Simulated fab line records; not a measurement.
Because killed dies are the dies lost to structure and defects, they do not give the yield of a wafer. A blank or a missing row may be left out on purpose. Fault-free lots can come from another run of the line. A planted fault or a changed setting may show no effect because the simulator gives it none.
Code-filled problem report in 8D (eight disciplines) form :: flow gf180mcu :: the parts of the form that need people (team, actions taken, sign-off) are left out

## 1. WHAT IS WRONG
Mean HV_LDD_TW at GF_HV_LDD_TW_MEAS_11: 2152 over 6 wafers in 2 lots; fault-free wafers: 2426, standard deviation 22. That puts it -12 standard deviations away from the usual mean.
Seen first at day 14 08:58 on film-metro-04, wafer L603.4. At this step, 39 wafers from 13 lots have a number in the record. The rule behind "out" and "out of limits": a value lying over 4 standard deviations away from the usual mean. Any other wafer with a number is counted as sound.

## 2. WHAT IT IS, WHAT IT ISN'T
question: which readings at this step
is: HV_LDD_TW
is not: -

question: which lots
is: L603, L604
is not: L591, L594, L597, L598, L599, L601, L608, L609, L610, L611, L612

question: which wafers of those lots
is: all that have a number
is not: -

question: read on which gauges
is: film-metro-03, film-metro-04
is not: film-metro-02

question: when
is: from day 14 08:58
is not: up to then (18 sound wafers); but 15 sound wafers of L608, L609, L610, L611, L612 came after

## 3. SUSPECTS, AND WHAT RULES EACH OUT
Counting: a tool at any process step up to the reading remains a suspect when it ran all the lots that are out and ran no sound lot after the first of those.
- ruled out: the gauge at GF_HV_LDD_TW_MEAS_11. The wafers that are out were read on 2 gauges (film-metro-03, film-metro-04).
- implanter-04 at GF_HV_LDD_IMPLANT_09: kept. It ran every lot that is out, first L603 (day 14 08:45), and no sound lot after that; its last sound lot up to then is L599 (day 13 06:09). Its own readings are out on those wafers: dose-ions-cm2, faraday-current-uA.
After counting, what remains is implanter-04 at GF_HV_LDD_IMPLANT_09.

## 4. THE CAUSE (what the simulator had put in)
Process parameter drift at GF_HV_LDD_IMPLANT_09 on implanter-04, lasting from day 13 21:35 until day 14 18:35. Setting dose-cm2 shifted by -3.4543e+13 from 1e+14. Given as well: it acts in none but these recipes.
The count eliminated every tool but this one.

## 5. THE EFFECT CHAIN, in route order
Rows list readings where the struck wafers' mean (over those with a number) sits beyond 3 standard deviations from the usual. Scope: only readings with a usual standard deviation given in the record; hours: median across lots of the time from each lot's start at the first step in this table that gives one to its start at this step; sigmas: change in usual standard deviations.
hours: 0
step: GF_HV_LDD_IMPLANT_09
reading: dose-ions-cm2
usual: 1.0002e+14
on struck wafers: 6.5525e+13
change: -3.4495e+13
sigmas: -99 or more

hours: 0
step: GF_HV_LDD_IMPLANT_09
reading: faraday-current-uA
usual: 561
on struck wafers: 369
change: -192
sigmas: -17

hours: 0
step: GF_HV_LDD_TW_MEAS_11
reading: HV_LDD_TW
usual: 2426
on struck wafers: 2152
change: -274
sigmas: -12

hours: 68
step: GF_HV_LDD_RS_MEAS_53
reading: HV_LDD_RS
usual: 418.3 ohm/sq
on struck wafers: 497.7
change: +79.4
sigmas: +89
Process steps it contains:
- GF_HV_LDD_IMPLANT_09
At these later measuring or inspecting steps, every struck wafer for which the step has a row has a number for every such reading, and none has moved that far: GF_PSD_RS_MEAS_15, GF_CONTACT_BOW_MEAS_05.

## 6. WHAT WOULD HAVE CAUGHT IT SOONER
The first out-of-limits reading at a measuring or inspecting step in this record came at day 14 08:58, 11 hours after the fault's start at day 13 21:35.
The tool's own readings at GF_HV_LDD_IMPLANT_09 were out on every struck wafer that the step has a row for (dose-ions-cm2, faraday-current-uA): an alarm limit on them would have fired on the first of those.
Of the lots that are out (2), L604 began GF_HV_LDD_IMPLANT_09 on implanter-04 after day 14 08:58. A hold on the tool at that time would have spared it.
